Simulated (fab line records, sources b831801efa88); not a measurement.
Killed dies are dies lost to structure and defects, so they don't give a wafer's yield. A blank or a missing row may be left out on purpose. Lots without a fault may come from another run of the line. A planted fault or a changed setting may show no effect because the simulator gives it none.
Which tool did it? | flow sky130 | 14 lots, 42 wafers sampled, at 4 steps of a route of 708

WHAT THE GAUGES READ, wafer by wafer
The record holds no reading of a measuring or inspecting step that can be judged against a usual standard deviation.

WHICH TOOL RAN EACH LOT (tool, then ch and the chambers of the sampled wafers, then the start)
lot  | SKY_METAL1_DESCUM_17              | SKY_METAL1_METAL_ETCH_19          | SKY_VIA1_CMP_24               | SKY_METAL2_SPUTTER_03
L301 | rie_metal-03 ch 1, day 32 20:59   | rie_metal-03 ch 1, day 32 21:11   | cmp-02 ch 0,1,2, day 34 01:47 | pvd_sputter-01, day 34 02:10
L305 | rie_metal-03 ch 0,1, day 34 12:32 | rie_metal-03 ch 0,1, day 34 12:37 | cmp-01 ch 0,1,3, day 35 17:47 | pvd_sputter-01, day 35 18:09
L307 | rie_metal-03 ch 0,1, day 34 21:22 | rie_metal-03 ch 0,1, day 34 21:28 | cmp-02 ch 2,3, day 36 02:33   | pvd_sputter-02, day 36 02:52
L309 | rie_metal-03 ch 0,1, day 35 08:23 | rie_metal-03 ch 0,1, day 35 08:30 | cmp-01 ch 0,2,3, day 36 13:20 | pvd_sputter-02, day 36 13:36
L310 | rie_metal-02 ch 0,1, day 35 18:24 | rie_metal-02 ch 0,1, day 35 18:29 | cmp-01 ch 1,2,3, day 36 22:32 | pvd_sputter-03, day 36 22:55
L311 | rie_metal-03 ch 0,1, day 35 18:45 | rie_metal-03 ch 0,1, day 35 18:50 | cmp-02 ch 1,2, day 36 23:15   | pvd_sputter-03, day 36 23:38
L312 | rie_metal-03 ch 0,1, day 36 15:04 | rie_metal-03 ch 0,1, day 36 15:10 | cmp-02 ch 1,2,3, day 37 19:28 | pvd_sputter-01, day 37 19:45
L313 | rie_metal-01 ch 0,1, day 36 23:12 | rie_metal-01 ch 0,1, day 36 23:17 | cmp-01 ch 0,1,2, day 38 04:11 | pvd_sputter-01, day 38 04:34
L314 | rie_metal-02 ch 0,1, day 37 05:00 | rie_metal-02 ch 0,1, day 37 05:05 | cmp-02 ch 0,1,3, day 38 09:43 | pvd_sputter-02, day 38 10:05
L315 | rie_metal-01 ch 0, day 37 07:15   | rie_metal-01 ch 0, day 37 07:20   | cmp-01 ch 0,1,3, day 38 11:05 | pvd_sputter-01, day 38 11:25
L316 | rie_metal-03 ch 0,1, day 37 11:23 | rie_metal-03 ch 0,1, day 37 11:28 | cmp-01 ch 0,1,3, day 38 15:53 | pvd_sputter-01, day 38 16:15
L322 | rie_metal-03 ch 0,1, day 39 10:31 | rie_metal-03 ch 0,1, day 39 10:37 | cmp-02 ch 0,1,2, day 40 13:23 | pvd_sputter-01, day 40 13:40
L323 | rie_metal-02 ch 0,1, day 39 12:45 | rie_metal-02 ch 0,1, day 39 12:50 | cmp-01 ch 1,2, day 40 15:38   | pvd_sputter-01, day 40 16:01
L324 | rie_metal-01 ch 0,1, day 39 20:13 | rie_metal-01 ch 0,1, day 39 20:19 | cmp-02 ch 1,2, day 40 23:11   | pvd_sputter-03, day 40 23:31
- SKY_METAL1_DESCUM_17: chemistry O2, time 8 s.
- SKY_METAL1_METAL_ETCH_19: etches the open film in Cl2/BCl3, stops on SiO2, target depth 360 nm, time 78 s.
- SKY_VIA1_CMP_24: polishes, stops on SiO2, t overpolish 15 s, target thk 0 nm.
- SKY_METAL2_SPUTTER_03: material Ti, target thk 5 nm, time 3.3 s.

WHAT THE TOOLS THEMSELVES READ (means of the sampled wafers that have a number; where no wafer has one, the mark that the record gives instead)
SKY_METAL1_DESCUM_17. Usual: drypump_motor_current_A 5.8 A, standard deviation 0.5; oes_product_au 0.996 a.u., standard deviation 0.014.
lot  | tool         | drypump_motor_current_A (A) | oes_product_au (a.u.) | flag
L301 | rie_metal-03 | 6.0                         | 0.984                 |
L305 | rie_metal-03 | 6.1                         | 0.985                 |
L307 | rie_metal-03 | 6.2                         | 0.993                 |
L309 | rie_metal-03 | 6.3                         | 0.980                 |
L310 | rie_metal-02 | 5.5                         | 0.989                 |
L311 | rie_metal-03 | 6.3                         | 0.988                 |
L312 | rie_metal-03 | 6.2                         | 0.988                 |
L313 | rie_metal-01 | 5.8                         | 1.000                 |
L314 | rie_metal-02 | 5.4                         | 0.987                 |
L315 | rie_metal-01 | 6.1                         | 1.005                 |
L316 | rie_metal-03 | 6.2                         | 0.984                 |
L322 | rie_metal-03 | 6.2                         | 0.993                 |
L323 | rie_metal-02 | 5.6                         | 1.011                 |
L324 | rie_metal-01 | 5.8                         | 1.001                 |

SKY_METAL1_METAL_ETCH_19. Usual: bcl3_flow_sccm 29.99 sccm, standard deviation 0.086; drypump_motor_current_A 5.8 A, standard deviation 0.5; oes_product_au 0.853 a.u., standard deviation 0.0058; throttle_valve_pct 22.264 %, standard deviation 0.0098.
lot  | tool         | bcl3_flow_sccm (sccm) | drypump_motor_current_A (A) | oes_product_au (a.u.) | throttle_valve_pct (%) | flag
L301 | rie_metal-03 | 30.07                 | 6.0                         | 0.862                 | 22.267                 |
L305 | rie_metal-03 | 29.98                 | 6.2                         | 0.850                 | 22.265                 |
L307 | rie_metal-03 | 29.99                 | 6.2                         | 0.852                 | 22.259                 |
L309 | rie_metal-03 | 30.04                 | 6.3                         | 0.857                 | 22.262                 |
L310 | rie_metal-02 | 30.00                 | 5.5                         | 0.853                 | 22.272                 |
L311 | rie_metal-03 | 29.94                 | 6.3                         | 0.857                 | 22.264                 |
L312 | rie_metal-03 | 30.10                 | 6.2                         | 0.853                 | 22.264                 |
L313 | rie_metal-01 | 29.97                 | 5.8                         | 0.857                 | 22.261                 |
L314 | rie_metal-02 | 29.98                 | 5.5                         | 0.852                 | 22.267                 |
L315 | rie_metal-01 | 29.88                 | 6.2                         | 0.853                 | 22.277                 |
L316 | rie_metal-03 | 30.03                 | 6.2                         | 0.850                 | 22.266                 |
L322 | rie_metal-03 | 29.97                 | 6.2                         | 0.850                 | 22.258                 |
L323 | rie_metal-02 | 29.99                 | 5.6                         | 0.852                 | 22.263                 |
L324 | rie_metal-01 | 29.96                 | 5.8                         | 0.853                 | 22.260                 |

SKY_VIA1_CMP_24. Usual: motor_current_A 11.2 A, standard deviation 0.91; overpolish_run_s 15.000 s, standard deviation 0.0092; time_to_endpoint_s 65 s, standard deviation 3.4.
lot  | tool   | motor_current_A (A) | overpolish_run_s (s) | time_to_endpoint_s (s) | flag
L301 | cmp-02 | 11.2                | 15.002               | 70                     |
L305 | cmp-01 | 11.4                | 15.000               | 65                     |
L307 | cmp-02 | 11.5                | 15.003               | 66                     |
L309 | cmp-01 | 11.5                | 14.996               | 66                     |
L310 | cmp-01 | 11.8                | 15.002               | 63                     |
L311 | cmp-02 | 11.6                | 15.008               | 65                     |
L312 | cmp-02 | 10.9                | 15.005               | 66                     |
L313 | cmp-01 | 11.4                | 14.997               | 65                     |
L314 | cmp-02 | 10.3                | 14.996               | 61                     |
L315 | cmp-01 | 11.0                | 14.994               | 62                     |
L316 | cmp-01 | 11.4                | 15.007               | 68                     |
L322 | cmp-02 | 11.1                | 5.030                | 92                     | OFF
L323 | cmp-01 | 11.9                | 14.992               | 66                     |
L324 | cmp-02 | 10.5                | 5.021                | 93                     | OFF

SKY_METAL2_SPUTTER_03. Usual: throttle_valve_pct 29.6 %, standard deviation 0.72.
lot  | tool           | throttle_valve_pct (%) | flag
L301 | pvd_sputter-01 | 29.7                   |
L305 | pvd_sputter-01 | 29.6                   |
L307 | pvd_sputter-02 | 29.0                   |
L309 | pvd_sputter-02 | 29.6                   |
L310 | pvd_sputter-03 | 29.6                   |
L311 | pvd_sputter-03 | 29.7                   |
L312 | pvd_sputter-01 | 28.8                   |
L313 | pvd_sputter-01 | 29.4                   |
L314 | pvd_sputter-02 | 29.1                   |
L315 | pvd_sputter-01 | 29.2                   |
L316 | pvd_sputter-01 | 29.4                   |
L322 | pvd_sputter-01 | 30.2                   |
L323 | pvd_sputter-01 | 29.3                   |
L324 | pvd_sputter-03 | 29.4                   |

THE ANSWER, worked out from the rows above alone
Rule: a lot is off if the mean of its wafers that have a number lies more than 3 standard deviations from the usual mean. A lot without any number at a reading at which 4 lots or more have one is off too. The other lots that the step has rows for count as sound. The gauges are gone through in route order, then the tools' own readings, and for those a lot's mean is taken as printed above. The first step at which some lot is off is used, and at that step the reading that is off furthest; a lot without a number counts as furthest.
Off: L322, L324, at SKY_VIA1_CMP_24 (overpolish_run_s).
A tool fits if, at that step or a process step before it, it ran every lot that is off, and no sound lot after the first of them. One fits: cmp-02 at SKY_VIA1_CMP_24. Its last sound lot is L314 (day 38 09:43), its first lot that is off L322 (day 40 13:23): a fault that began between those two fits.
The tool's own readings at SKY_VIA1_CMP_24 bear it out: on the lots that are off they differ by more than 5 times the standard deviation of the sound lots' means. overpolish_run_s reads 5.026 s there against 15.000 s on the sound lots; time_to_endpoint_s reads 92 s there against 65 s on the sound lots.

WHAT THE SIMULATOR HAD PUT IN
Process parameter drift: cmp-02, from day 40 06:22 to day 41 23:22, at SKY_VIA1_CMP_24. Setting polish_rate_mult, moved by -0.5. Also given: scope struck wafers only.
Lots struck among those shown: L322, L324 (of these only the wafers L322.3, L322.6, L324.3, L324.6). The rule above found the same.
